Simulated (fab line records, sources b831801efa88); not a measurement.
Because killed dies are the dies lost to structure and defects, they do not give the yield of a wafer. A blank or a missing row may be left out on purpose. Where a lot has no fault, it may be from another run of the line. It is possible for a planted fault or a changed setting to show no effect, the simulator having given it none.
Which tool was responsible? | flow sky130 | Sampling: 12 lots, 36 wafers, 3 of 708 route steps

WHAT EACH GAUGE READ, for each wafer
SKY_LOCAL_INTERCONNECT_RS_MEAS_01: the measuring method here is four-point-probe. Usual: LOCAL_INTERCONNECT_TIN_RS gives 14.21 ohm/sq (standard deviation 0.19).
lot  | measured     | on           | LOCAL_INTERCONNECT_TIN_RS (ohm/sq) | flag
L831 | day 29 05:35 | filmMetro-02 | 13.99 14.10 13.91                  | 
L832 | day 30 00:10 | filmMetro-04 | 14.39 14.50 14.33                  | 
L834 | day 30 15:01 | filmMetro-02 | 14.10 13.99 14.07                  | 
L833 | day 30 17:29 | filmMetro-02 | 14.51 14.37 14.30                  | 
L835 | day 31 01:39 | filmMetro-03 | 14.22 14.45 14.25                  | 
L836 | day 31 09:22 | filmMetro-03 | 14.11 14.46 14.31                  | 
L838 | day 31 14:06 | filmMetro-03 | 14.31 14.39 14.22                  | 
L837 | day 31 15:04 | filmMetro-04 | 14.28 14.45 14.14                  | 
L847 | day 34 13:39 | filmMetro-04 | 14.21 14.31 14.22                  | 
L848 | day 34 18:37 | filmMetro-04 | 14.06 11.07 11.13                  | OFF
L852 | day 36 00:19 | filmMetro-04 | 14.32 14.38 14.24                  | 
L853 | day 36 11:12 | filmMetro-04 | 14.45 14.28 14.46                  | 

SKY_LOCAL_INTERCONNECT_THK_MEAS_02: measures by xrf. Usual: LOCAL_INTERCONNECT_TIN_THK gives 97.9 nm (standard deviation 1.3).
lot  | measured     | on           | LOCAL_INTERCONNECT_TIN_THK (nm) | flag
L831 | day 29 05:41 | filmMetro-02 | 99.8 98.8 100.6                 | 
L832 | day 30 00:17 | filmMetro-04 | 96.4 95.9 97.3                  | 
L834 | day 30 15:07 | filmMetro-02 | 98.3 99.2 98.2                  | 
L833 | day 30 17:36 | filmMetro-02 | 95.9 96.7 96.9                  | 
L835 | day 31 01:46 | filmMetro-03 | 97.9 96.3 97.4                  | 
L836 | day 31 09:29 | filmMetro-03 | 98.6 96.0 97.2                  | 
L838 | day 31 14:12 | filmMetro-03 | 97.3 96.2 97.8                  | 
L837 | day 31 15:10 | filmMetro-04 | 97.5 96.3 98.3                  | 
L847 | day 34 13:46 | filmMetro-04 | 98.3 96.8 97.6                  | 
L848 | day 34 18:43 | filmMetro-04 | 98.5 124.7 124.1                | OFF
L852 | day 36 00:26 | filmMetro-04 | 97.3 96.9 97.7                  | 
L853 | day 36 11:19 | filmMetro-04 | 96.3 97.6 96.7                  | 

EACH LOT AND THE TOOL THAT RAN IT (in order: tool; ch and the chambers of the sampled wafers; start)
lot  | SKY_LOCAL_INTERCONNECT_SPUTTER_00
L831 | pvdSputter-01, day 29 05:29
L832 | pvdSputter-04, day 30 00:06
L834 | pvdSputter-03, day 30 14:55
L833 | pvdSputter-03, day 30 17:25
L835 | pvdSputter-04, day 31 01:34
L836 | pvdSputter-03, day 31 09:17
L838 | pvdSputter-03, day 31 14:00
L837 | pvdSputter-01, day 31 14:59
L847 | pvdSputter-04, day 34 13:35
L848 | pvdSputter-01, day 34 18:31
L852 | pvdSputter-03, day 36 00:15
L853 | pvdSputter-03, day 36 11:07
- SKY_LOCAL_INTERCONNECT_SPUTTER_00: material TiN, target thk 100 nm, time 83.3 s.

AS READ BY THE TOOLS THEMSELVES (means over the sampled wafers that have a number; for cases with no such wafer, the mark the record gives instead)
SKY_LOCAL_INTERCONNECT_SPUTTER_00. Usual: cathodeDcPowerW 6499.8 W, standard deviation 1.1; throttleValvePct 30.0 %, standard deviation 1.3.
lot  | tool          | cathodeDcPowerW (W) | throttleValvePct (%) | flag
L831 | pvdSputter-01 | 6500.0              | 30.3                 | 
L832 | pvdSputter-04 | 6500.4              | 30.3                 | 
L834 | pvdSputter-03 | 6499.3              | 29.4                 | 
L833 | pvdSputter-03 | 6499.7              | 29.6                 | 
L835 | pvdSputter-04 | 6499.5              | 30.1                 | 
L836 | pvdSputter-03 | 6501.0              | 29.4                 | 
L838 | pvdSputter-03 | 6499.8              | 29.4                 | 
L837 | pvdSputter-01 | 6500.1              | 30.4                 | 
L847 | pvdSputter-04 | 6500.0              | 31.1                 | 
L848 | pvdSputter-01 | 7622.3              | 31.5                 | OFF
L852 | pvdSputter-03 | 6499.4              | 30.2                 | 
L853 | pvdSputter-03 | 6499.5              | 27.9                 | 

THE ANSWER, worked out from the rows above alone
Rule: a lot is off if the mean of its wafers that have a number lies more than 3 standard deviations from the usual mean. Also off: a lot with no number at a reading for which 4 or more lots have one. Where the step has rows for the other lots, those lots are counted as sound. After the gauges, taken in route order, come the tools' own readings; for these a lot's mean is taken, as printed above. At the first step where some lot is off, the reading lying furthest off is the one used; lots without a number count as furthest.
Off: at SKY_LOCAL_INTERCONNECT_RS_MEAS_01 (LOCAL_INTERCONNECT_TIN_RS), L848.
If a tool, at a process step before that reading, ran all the lots that are off and no sound lot after the first of them, it fits. The gauges at SKY_LOCAL_INTERCONNECT_RS_MEAS_01 aren't tried: what is off there is off at SKY_LOCAL_INTERCONNECT_SPUTTER_00 too, on other tools, and a gauge's error can't cause that. One fits: SKY_LOCAL_INTERCONNECT_SPUTTER_00 on pvdSputter-01. Its last sound lot is L837 (day 31 14:59), its first lot that is off L848 (day 34 18:31): a fault that began between those two fits.
The tool's own readings at SKY_LOCAL_INTERCONNECT_SPUTTER_00 bear it out: on the lots that are off they differ by more than 5 times the standard deviation of the sound lots' means. cathodeDcPowerW reads 7622.3 W there against 6499.9 W on the sound lots.

WHAT WAS PUT IN BY THE SIMULATOR
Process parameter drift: pvdSputter-01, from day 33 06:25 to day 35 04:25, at SKY_LOCAL_INTERCONNECT_SPUTTER_00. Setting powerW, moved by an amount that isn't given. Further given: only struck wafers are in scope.
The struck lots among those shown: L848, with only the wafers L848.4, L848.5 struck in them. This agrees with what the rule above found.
